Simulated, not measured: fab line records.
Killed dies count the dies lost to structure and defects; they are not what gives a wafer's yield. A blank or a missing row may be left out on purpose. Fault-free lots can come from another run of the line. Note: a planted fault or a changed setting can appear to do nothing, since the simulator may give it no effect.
Lot-split experiment || flow sfq-line || 23 wafers read from 5 lots, route of 325 steps

ABOUT THE SPLIT
At SFQ_TRILAYER_M7_LITHO_COAT_182 (resist thk 62 nm), the setting resist-thk-nm was moved away from the recipe's 62 nm on 7 of the 23 wafers read, by -5.2% to +2.9%. For the rest of the wafers, this setting stayed at what the recipe calls for.

Reading taken at the split's own step.

THE READING
BARC_of_TRILAYER_M7_LITHO_COAT_182.thk-nm (the simulator's own value, which no gauge read), in nm, at SFQ_TRILAYER_M7_LITHO_COAT_182 (resist thk 62 nm). The file does not state a usual value for it. The 16 wafers here that ran the recipe average 62.13 nm, standard deviation 0.17 nm.

{"wafer": "L074.2", "tool, chamber at the split": "litho-track-01, 0", "resist-thk-nm as run, nm": 62, "against the recipe": "recipe", "BARC_of_TRILAYER_M7_LITHO_COAT_182.thk-nm, nm": 62.03, "against lot-mates on the recipe": "-"}
{"wafer": "L074.4", "tool, chamber at the split": "litho-track-01, 0", "resist-thk-nm as run, nm": 62, "against the recipe": "recipe", "BARC_of_TRILAYER_M7_LITHO_COAT_182.thk-nm, nm": 62.04, "against lot-mates on the recipe": "-"}
{"wafer": "L074.5", "tool, chamber at the split": "litho-track-01, 0", "resist-thk-nm as run, nm": 62, "against the recipe": "recipe", "BARC_of_TRILAYER_M7_LITHO_COAT_182.thk-nm, nm": 61.85, "against lot-mates on the recipe": "-"}
{"wafer": "L076.2", "tool, chamber at the split": "litho-track-04, 0", "resist-thk-nm as run, nm": 63.8, "against the recipe": "+2.9%", "BARC_of_TRILAYER_M7_LITHO_COAT_182.thk-nm, nm": 64.05, "against lot-mates on the recipe": "+1.86"}
{"wafer": "L076.3", "tool, chamber at the split": "litho-track-04, 0", "resist-thk-nm as run, nm": 62, "against the recipe": "recipe", "BARC_of_TRILAYER_M7_LITHO_COAT_182.thk-nm, nm": 62.15, "against lot-mates on the recipe": "-"}
{"wafer": "L076.4", "tool, chamber at the split": "litho-track-04, 0", "resist-thk-nm as run, nm": 63.8, "against the recipe": "+2.9%", "BARC_of_TRILAYER_M7_LITHO_COAT_182.thk-nm, nm": 63.89, "against lot-mates on the recipe": "+1.70"}
{"wafer": "L076.5", "tool, chamber at the split": "litho-track-04, 0", "resist-thk-nm as run, nm": 62, "against the recipe": "recipe", "BARC_of_TRILAYER_M7_LITHO_COAT_182.thk-nm, nm": 62.19, "against lot-mates on the recipe": "-"}
{"wafer": "L076.6", "tool, chamber at the split": "litho-track-04, 0", "resist-thk-nm as run, nm": 62, "against the recipe": "recipe", "BARC_of_TRILAYER_M7_LITHO_COAT_182.thk-nm, nm": 62.24, "against lot-mates on the recipe": "-"}
{"wafer": "L078.1", "tool, chamber at the split": "litho-track-04, 0", "resist-thk-nm as run, nm": 62, "against the recipe": "recipe", "BARC_of_TRILAYER_M7_LITHO_COAT_182.thk-nm, nm": 62.26, "against lot-mates on the recipe": "-"}
{"wafer": "L078.2", "tool, chamber at the split": "litho-track-04, 0", "resist-thk-nm as run, nm": 62, "against the recipe": "recipe", "BARC_of_TRILAYER_M7_LITHO_COAT_182.thk-nm, nm": 62.34, "against lot-mates on the recipe": "-"}
{"wafer": "L078.4", "tool, chamber at the split": "litho-track-04, 0", "resist-thk-nm as run, nm": 62, "against the recipe": "recipe", "BARC_of_TRILAYER_M7_LITHO_COAT_182.thk-nm, nm": 62.34, "against lot-mates on the recipe": "-"}
{"wafer": "L078.3", "tool, chamber at the split": "litho-track-04, 0", "resist-thk-nm as run, nm": 62, "against the recipe": "recipe", "BARC_of_TRILAYER_M7_LITHO_COAT_182.thk-nm, nm": 62.25, "against lot-mates on the recipe": "-"}
{"wafer": "L078.5", "tool, chamber at the split": "litho-track-04, 0", "resist-thk-nm as run, nm": 62, "against the recipe": "recipe", "BARC_of_TRILAYER_M7_LITHO_COAT_182.thk-nm, nm": 62.46, "against lot-mates on the recipe": "-"}
{"wafer": "L080.2", "tool, chamber at the split": "litho-track-01, 0", "resist-thk-nm as run, nm": 62, "against the recipe": "recipe", "BARC_of_TRILAYER_M7_LITHO_COAT_182.thk-nm, nm": 62.03, "against lot-mates on the recipe": "-"}
{"wafer": "L080.3", "tool, chamber at the split": "litho-track-01, 0", "resist-thk-nm as run, nm": 58.8, "against the recipe": "-5.2%", "BARC_of_TRILAYER_M7_LITHO_COAT_182.thk-nm, nm": 58.84, "against lot-mates on the recipe": -3.21}
{"wafer": "L080.5", "tool, chamber at the split": "litho-track-01, 0", "resist-thk-nm as run, nm": 58.8, "against the recipe": "-5.2%", "BARC_of_TRILAYER_M7_LITHO_COAT_182.thk-nm, nm": 58.84, "against lot-mates on the recipe": -3.21}
{"wafer": "L080.4", "tool, chamber at the split": "litho-track-01, 0", "resist-thk-nm as run, nm": 58.8, "against the recipe": "-5.2%", "BARC_of_TRILAYER_M7_LITHO_COAT_182.thk-nm, nm": 58.85, "against lot-mates on the recipe": -3.20}
{"wafer": "L080.6", "tool, chamber at the split": "litho-track-01, 0", "resist-thk-nm as run, nm": 62, "against the recipe": "recipe", "BARC_of_TRILAYER_M7_LITHO_COAT_182.thk-nm, nm": 62.08, "against lot-mates on the recipe": "-"}
{"wafer": "L083.1", "tool, chamber at the split": "litho-track-01, 0", "resist-thk-nm as run, nm": 60.67, "against the recipe": "-2.1%", "BARC_of_TRILAYER_M7_LITHO_COAT_182.thk-nm, nm": 60.84, "against lot-mates on the recipe": -1.10}
{"wafer": "L083.3", "tool, chamber at the split": "litho-track-01, 0", "resist-thk-nm as run, nm": 60.67, "against the recipe": "-2.1%", "BARC_of_TRILAYER_M7_LITHO_COAT_182.thk-nm, nm": 60.54, "against lot-mates on the recipe": -1.40}
{"wafer": "L083.4", "tool, chamber at the split": "litho-track-01, 0", "resist-thk-nm as run, nm": 62, "against the recipe": "recipe", "BARC_of_TRILAYER_M7_LITHO_COAT_182.thk-nm, nm": 61.97, "against lot-mates on the recipe": "-"}
{"wafer": "L083.5", "tool, chamber at the split": "litho-track-01, 0", "resist-thk-nm as run, nm": 62, "against the recipe": "recipe", "BARC_of_TRILAYER_M7_LITHO_COAT_182.thk-nm, nm": 62, "against lot-mates on the recipe": "-"}
{"wafer": "L083.6", "tool, chamber at the split": "litho-track-01, 0", "resist-thk-nm as run, nm": 62, "against the recipe": "recipe", "BARC_of_TRILAYER_M7_LITHO_COAT_182.thk-nm, nm": 61.86, "against lot-mates on the recipe": "-"}

THE FIT
A straight line over all 23 wafers: BARC_of_TRILAYER_M7_LITHO_COAT_182.thk-nm changes by +0.639 nm for each +1% of resist-thk-nm; r = +0.99; the points scatter about the line by 0.16 nm.
The same after taking each lot's own level away (the mean of its wafers on the recipe; 23 wafers): +0.618 nm for each +1%; r = +1.00; scatter 0.081 nm.
That fit puts the effect of the largest move of resist-thk-nm on the reading at 3.2 nm.
The lots' own levels span 61.943 to 62.330 nm, that is 2.3 times the standard deviation above.
The two slopes are in agreement: the lot-to-lot level therefore moves the slope only a little.
Check: -3.18 nm against its lot-mates is what the line predicts for one of the wafers moved furthest among these (-5.2%) when that wafer is left out of the fit. It came out at -3.21 nm against them.

OTHER SPLITS APPLIED TO THESE WAFERS
These wafers also went through other splits before the reading. Each is held against what the fit with the lots' levels taken away leaves over:
{"other split on the same wafers": "SFQ_TRILAYER_R5_ETCH_METAL_ETCH_139 bias-w", "wafers away from the commonest value": 6, "r with BARC_of_TRILAYER_M7_LITHO_COAT_182.thk-nm (lot level and that fit taken away)": -0.03}
{"other split on the same wafers": "SFQ_TRILAYER_I5_LITHO_PEB_147 peb-time-s", "wafers away from the commonest value": 10, "r with BARC_of_TRILAYER_M7_LITHO_COAT_182.thk-nm (lot level and that fit taken away)": -0.12}
{"other split on the same wafers": "SFQ_TRILAYER_C5_LITHO_COAT_156 resist-thk-nm", "wafers away from the commonest value": 4, "r with BARC_of_TRILAYER_M7_LITHO_COAT_182.thk-nm (lot level and that fit taken away)": "+0.18"}
{"other split on the same wafers": "SFQ_TRILAYER_C5_BARC_OPEN_VIA_ETCH_210 source-w", "wafers away from the commonest value": 7, "r with BARC_of_TRILAYER_M7_LITHO_COAT_182.thk-nm (lot level and that fit taken away)": -0.22}
{"other split on the same wafers": "SFQ_TRILAYER_M6_LITHO_COAT_159 spin-rpm", "wafers away from the commonest value": 8, "r with BARC_of_TRILAYER_M7_LITHO_COAT_182.thk-nm (lot level and that fit taken away)": -0.16}
{"other split on the same wafers": "SFQ_TRILAYER_M6_LITHO_PEB_162 peb-time-s", "wafers away from the commonest value": 9, "r with BARC_of_TRILAYER_M7_LITHO_COAT_182.thk-nm (lot level and that fit taken away)": "+0.08"}
{"other split on the same wafers": "SFQ_TRILAYER_I6_CMP_CMP_166 leave-above-ref-nm", "wafers away from the commonest value": 5, "r with BARC_of_TRILAYER_M7_LITHO_COAT_182.thk-nm (lot level and that fit taken away)": "+0.02"}
{"other split on the same wafers": "SFQ_TRILAYER_I6_VIA_LITHO_COAT_174 resist-thk-nm", "wafers away from the commonest value": 9, "r with BARC_of_TRILAYER_M7_LITHO_COAT_182.thk-nm (lot level and that fit taken away)": -0.06}
{"other split on the same wafers": "SFQ_TRILAYER_I6_VIA_ETCH_VIA_ETCH_172 bias-w", "wafers away from the commonest value": 6, "r with BARC_of_TRILAYER_M7_LITHO_COAT_182.thk-nm (lot level and that fit taken away)": "+0.01"}

FILE'S OWN FIT
BARC_of_TRILAYER_M7_LITHO_COAT_182.thk-nm changes by +0.616 nm for each +1% of resist-thk-nm, r = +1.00.
